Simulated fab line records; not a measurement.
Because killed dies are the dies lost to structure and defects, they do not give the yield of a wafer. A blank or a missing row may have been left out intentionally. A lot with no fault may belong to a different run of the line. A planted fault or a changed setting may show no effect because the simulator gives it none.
Which of the tools did it? | flow sky130 | 18 wafers from 6 lots sampled at 2 of the route's 708 steps

WHAT THE GAUGES SHOWED, per wafer
SKY_LOCAL_INTERCONNECT_THK_MEAS_02: measures by xrf.
lot  | measured     | on            | LOCAL_INTERCONNECT_TIN_THK (nm)
L257 | day 30 16:35 | film_metro-03 | 101.3 100.3 99.7
L262 | day 32 12:46 | film_metro-02 | 103.2 102.4 102.1
L265 | day 33 21:48 | film_metro-03 | 100.4 101.4 100.9
L269 | day 34 18:24 | film_metro-03 | 99.4 98.7 98.0
L272 | day 35 13:49 | film_metro-01 | 102.1 102.0 100.7
L273 | day 36 08:36 | film_metro-01 | 102.5 102.9 100.9

WHAT TOOL EACH LOT RAN ON (gives the tool, then ch and the chambers of the sampled wafers, and finally the start)
lot  | SKY_LI_CONTACT_SPUTTER_19
L257 | pvd_sputter-03, day 30 15:39
L262 | pvd_sputter-03, day 32 11:50
L265 | pvd_sputter-03, day 33 20:52
L269 | pvd_sputter-03, day 34 17:29
L272 | pvd_sputter-03, day 35 12:53
L273 | pvd_sputter-03, day 36 07:41
- SKY_LI_CONTACT_SPUTTER_19: material Ti, target thk 20 nm, time 106.37 s.

THE ANSWER, worked out from the rows above alone
Rule: usual is defined by the lots themselves. Put in order of their means at a reading, lots are off if they are a third of the lots or fewer, leave a main group of 4 or more, and stand apart from it by a gap of 3 or more times the standard deviation of the main group's means; of several such gaps the widest counts. If all means in a main group match to the digits the tables above print for the reading, that group is not used. A lot without any number at a reading at which 4 lots or more have one is off too. The other lots that the step has rows for count as sound.
None of the lots is off at any reading shown; this tells nothing.

WHAT HAD BEEN PUT IN BY THE SIMULATOR
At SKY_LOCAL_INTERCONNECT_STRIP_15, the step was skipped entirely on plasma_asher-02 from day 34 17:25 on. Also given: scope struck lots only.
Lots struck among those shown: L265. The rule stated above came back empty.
